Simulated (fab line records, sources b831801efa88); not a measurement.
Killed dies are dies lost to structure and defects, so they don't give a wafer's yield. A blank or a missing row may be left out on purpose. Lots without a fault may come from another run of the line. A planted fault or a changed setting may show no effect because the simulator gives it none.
A struck lot beside a sound one | flow gf180mcu | 15 steps out of a route of 602
Sound: wafers L266.1, L266.5, L266.6. Struck: wafer L275.4. (L275.1, L275.2 of the same lot were not struck and are left out.) The cause comes at the end.
At each step with rows: each side's tool, then ch and its chambers, then its first start. Under that, the readings that differ: sound wafers | struck wafers | difference of the means | sigmas: that difference in standard deviations of wafers without a fault.
alike: readings whose means differ by less than 2 such deviations, and words and numbers that are the same on both sides. not compared: withheld readings, readings that some wafer has no value for, bounds like >300 that may hide the same value, and numbers for which the record gives no deviation and whose values overlap.
The two part at a step that has a row with sigmas, a row that says differs or no value, or rows on one side only. Numbers that don't overlap but have no deviation are shown without sigmas and don't part them. A reading that every wafer of one side lacks parts them only if that side has two wafers or more.

GF_V3_STRIP_18: strips in O2/N2.
  sound on plasma_asher-02 ch 0,1, day 25 12:55; struck on plasma_asher-03 ch 0, day 28 12:01
  alike: drypump_motor_current_A, heater_power_w, oes_product_au, platen_temp_c
  not compared: rf_hours_counter_h
then, 2 steps without rows for these wafers: GF_V3_STRIP_19 (strips in post etch residue remover, time 1200 s); GF_V3_CLEAN_20 (cleans in DIW).
GF_V3_SPUTTER_21: material Ti, target thk 15 nm, time 80.02 s.
  sound on pvd_sputter-01, day 25 13:31; struck on pvd_sputter-04, day 28 12:34
  alike: cathode_dc_power_W, throttle_valve_pct
GF_V3_SPUTTER_22: material TiN, target thk 10 nm, time 40 s.
  sound on pvd_sputter-01, day 25 13:35; struck on pvd_sputter-04, day 28 12:37
  alike: cathode_dc_power_W, throttle_valve_pct
GF_V3_CVD_23: deposits W, target thk 350 nm, time 104.9 s.
  sound on cvd_w-01 ch 0,1, day 25 13:37; struck on cvd_w-01 ch 1, day 28 12:40
  alike: chamber_pressure_Torr, heater_power_w
GF_V3_RS_MEAS_24: measures by four-point-probe.
  sound on film_metro-04, day 25 13:44; struck on film_metro-01, day 28 12:46
  alike: V3_W_RS
GF_V3_THK_MEAS_25: measures by xrf.
  sound on film_metro-04, day 25 13:51; struck on film_metro-01, day 28 12:53
  reading       | sound       | struck | difference | sigmas
  V3_W_THK (nm) | 343 342 347 | 333    | -11        | -2
then, 2 steps without rows for these wafers: GF_V3_CMP_26 (polishes, stops on SiO2, t overpolish 15 s, target thk 0 nm); GF_M4_SPUTTER_00 (material Ti, target thk 37.5 nm, time 150 s).
GF_M4_SPUTTER_01: material TiN, target thk 30 nm, time 25 s.
  sound on pvd_sputter-04, day 25 14:19; struck on pvd_sputter-04, day 28 13:38
  alike: cathode_dc_power_W, throttle_valve_pct
then, 1 step without rows for these wafers: GF_M4_SPUTTER_02 (material AlCu, target thk 450 nm, time 23.9 s).
GF_M4_SPUTTER_03: material Ti, target thk 10 nm, time 6.7 s.
  sound on pvd_sputter-04, day 25 14:22; struck on pvd_sputter-04, day 28 13:42
  reading                               | sound                | struck | difference | sigmas
  cathode_dc_power_W (W)                | 2999.6 3000.3 3000.0 | 3286.0 | +286.0     | +99 or more
  model.Ti_of_M4_SPUTTER_03.thk_nm (nm) | 10.05 9.915 9.906    | 10.86  | +0.90      |
  alike: throttle_valve_pct
then, 1 step without rows for these wafers: GF_M4_SPUTTER_04 (material TiN, target thk 50 nm, time 41.7 s).
GF_PASSIVATION_PROBE_99:
  the record has rows for the sound wafers here (prober-01, day 31 17:20) and none for the struck ones

WHERE THEY PART
First at GF_V3_THK_MEAS_25; last, within this record, at GF_PASSIVATION_PROBE_99.

WHY: what the simulator had put in
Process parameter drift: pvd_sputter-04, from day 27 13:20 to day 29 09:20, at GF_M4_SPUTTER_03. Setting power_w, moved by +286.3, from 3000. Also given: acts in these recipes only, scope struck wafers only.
